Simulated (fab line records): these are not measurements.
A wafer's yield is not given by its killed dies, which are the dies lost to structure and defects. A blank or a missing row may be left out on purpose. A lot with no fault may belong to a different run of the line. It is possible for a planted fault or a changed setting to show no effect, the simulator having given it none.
Struck lot and sound lot, side by side ; flow sky130 ; 21 out of 708 route steps
Sound: these wafers, L441.1, L441.5, L441.6. Wafers struck: L445.4, L445.5, L445.6. The cause is named last.
Per side, at each step with rows, come the tool, then ch with its chambers, and then its first start. Under that, the readings that differ: sound wafers ; struck wafers ; difference of the means ; sigmas: that difference in standard deviations of wafers without a fault.
alike: readings with means less than 2 such deviations apart, plus words and numbers identical on both sides. not compared: withheld readings, readings lacking a value on some wafer, bounds such as >300 that could conceal the same value, and numbers that have no deviation in the record and whose values overlap.
Wherever a step has rows on one side only, a row that says differs or no value, or a row with sigmas, the two part there. Numbers that have no deviation but don't overlap get no sigmas and don't part them. A reading missing from all wafers of one side parts the sides only when that side holds two or more wafers.

first, 1 step without rows for these wafers: SKY_POLY_GATE_OXIDATION_20 (stabilise 600 s, purge 300 s, target thk 4 nm).
SKY_POLY_GATE_THK_MEAS_21:
  sound on film_metro-03 at day 19 02:04; struck on film_metro-04 at day 20 19:52
  alike: POLY_GATE_OXIDATION_THK
SKY_POLY_GATE_CD_MEAS_22:
  sound on cd_sem-01 at day 19 02:07; struck on cd_sem-02 at day 20 19:58
  alike: cd_nm
then, 7 steps without rows for these wafers: SKY_LDD_N_DEHYDRATE_00 (time 60 s); SKY_LDD_N_HMDS_01 (prime time 60 s); SKY_LDD_N_COAT_02 (resist thk 300 nm); SKY_LDD_N_SOFTBAKE_03 (time 60 s); SKY_LDD_N_EXPOSE_04 (exposes mask NTM, target cd 840 nm); SKY_LDD_N_PEB_05; SKY_LDD_N_DEVELOP_06 (develop time 60 s).
SKY_LDD_N_OVL_MEAS_07:
  sound on overlay-02 at day 20 08:43; struck on overlay-02 at day 22 02:49
  alike: LDD_N_OVL
after that, 1 step had no rows for these wafers: SKY_LDD_N_IMPLANT_08.
SKY_LDD_N_IMPLANT_09:
  sound on implanter-02 ch 0, day 20 08:54; struck on implanter-01, day 22 03:03
  no value came back on the struck wafers for beam_energy_keV, beam_on_s (s), rotation_deg (degrees); on the sound wafers beam_energy_keV reads 20.000 20.001 19.992
then, 6 steps without rows for these wafers: SKY_LDD_N_IMPLANT_10; SKY_LDD_N_IMPLANT_11; SKY_LDD_N_IMPLANT_12; SKY_LDD_N_IMPLANT_13; SKY_LDD_N_IMPLANT_14; SKY_LDD_N_IMPLANT_15.
SKY_LDD_N_STRIP_16: strips in O2/N2.
  sound on plasma_asher-03 ch 0,1, day 20 09:57; struck on plasma_asher-04 ch 0,1, day 22 04:04
reading;sound;struck;difference;sigmas
strip_time_to_endpoint_s (s);4.320 4.308 4.310;4.154 4.158 4.154;-0.157;-9
  alike: drypump_motor_current_A, o2_flow_sccm, oes_product_au
  not compared: rf_hours_counter_h
SKY_LDD_N_TW_MEAS_17:
  sound on film_metro-04 at day 20 10:05; struck on film_metro-01 at day 22 04:09
reading;sound;struck;difference;sigmas
LDD_N_TW;2561 2566 2563;2447 2443 2458;-114;-5

WHERE THEY PART
Earliest at SKY_LDD_N_IMPLANT_09; latest, in this record, at SKY_LDD_N_TW_MEAS_17.

WHY: what had been put in by the simulator
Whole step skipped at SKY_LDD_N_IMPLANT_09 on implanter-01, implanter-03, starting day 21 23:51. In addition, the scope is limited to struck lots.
